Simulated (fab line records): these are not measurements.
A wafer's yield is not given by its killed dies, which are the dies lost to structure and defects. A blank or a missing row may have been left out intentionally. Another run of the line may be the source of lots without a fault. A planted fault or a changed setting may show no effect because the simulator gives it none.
One fault through the eyes of 2 desks | flow gf180mcu | what lay behind the numbers comes last; until then each desk has only its own

## AT THE TOOL OWNER'S DESK: litho-track-04
The tool's own readings at GF_HV_LDD_COAT_41 (resist thk 1000 nm): means of the sampled wafers that have a number, for each lot that ran on this tool. Any lot whose mean is over 4 standard deviations away from the usual mean is out of limits and marked OUT; that distance is given in the brackets.
Columns: A = dispense-pressure-kPa at GF_HV_LDD_COAT_41, usual 49 kPa; B = exhaust-pa at GF_HV_LDD_COAT_41, usual 45.2 Pa
lot  | first seen here | A  | B
L787 | day 12 05:22    | 44 | 44.1
L788 | day 12 12:22    | 44 | 45.5
L790 | day 15 04:52    | 44 | 45.4
L793 | day 15 14:47    | 44 | 45.2
L798 | day 17 02:32    | 44 | 45.3
L800 | day 17 10:47    | 44 | 46.0
This desk's verdict: no lot among the 6 shows anything out of limits.

## METROLOGY DESK
Lot by lot, what the gauges showed, no matter which tool ran the lot: averages of those sampled wafers that carry a number. Any lot whose mean is over 4 standard deviations away from the usual mean is out of limits and marked OUT; that distance is given in the brackets.
Columns: A = cd-nm at GF_HV_LDD_CD_MEAS_46, usual 399.9 nm; B = HV_LDD_CVD_56_THK at GF_HV_LDD_THK_MEAS_57, usual 89.9 nm; C = CONTACT_CVD_02_THK at GF_CONTACT_THK_MEAS_03, usual 863 nm
lot  | first seen here | A                | B    | C
L786 | day 12 13:55    | 397.3            | 89.2 | 861
L787 | day 12 15:43    | 400.5            | 89.7 | 883
L788 | day 12 22:01    | 399.5            | 90.0 | 857
L790 | day 15 15:31    | 399.8            | 90.5 | 872
L791 | day 15 19:35    | 403.1            | 90.0 | 855
L792 | day 15 22:38    | 400.9            | 90.9 | 865
L793 | day 16 01:42    | 399.7            | 91.0 | 862
L798 | day 17 14:14    | 421.6 (+10) OUT  | 90.2 | 871
L799 | day 17 14:30    | 395.4            | 89.8 | 859
L800 | day 17 22:30    | 413.6 (+6.5) OUT | 90.2 | 848
L805 | day 20 01:24    | 402.5            | 88.8 | 851
L806 | day 20 16:30    | 400.5            | 90.0 | 851
This desk's finding: out of limits on L798, L800; first on L798, day 17 14:14 (cd-nm at GF_HV_LDD_CD_MEAS_46). Within limits: L786, L787, L788, L790, L791, L792, L793, L799, L805, L806.

## ALL TOGETHER
L798, L800 would have let the metrology desk raise an alarm at day 17 14:14.
Nothing out of limits was seen by the tool owner's desk.
On record at the tool owner's desk: L798, L800, within its limits.
Every lot named ran GF_HV_LDD_COAT_41 on litho-track-04.

## WHAT WAS PUT IN BY THE SIMULATOR
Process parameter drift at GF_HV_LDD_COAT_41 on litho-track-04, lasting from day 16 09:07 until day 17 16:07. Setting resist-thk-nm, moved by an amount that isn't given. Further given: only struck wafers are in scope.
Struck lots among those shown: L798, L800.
Hours from the fault's start to each desk's first reading out of limits: the metrology desk, 29.
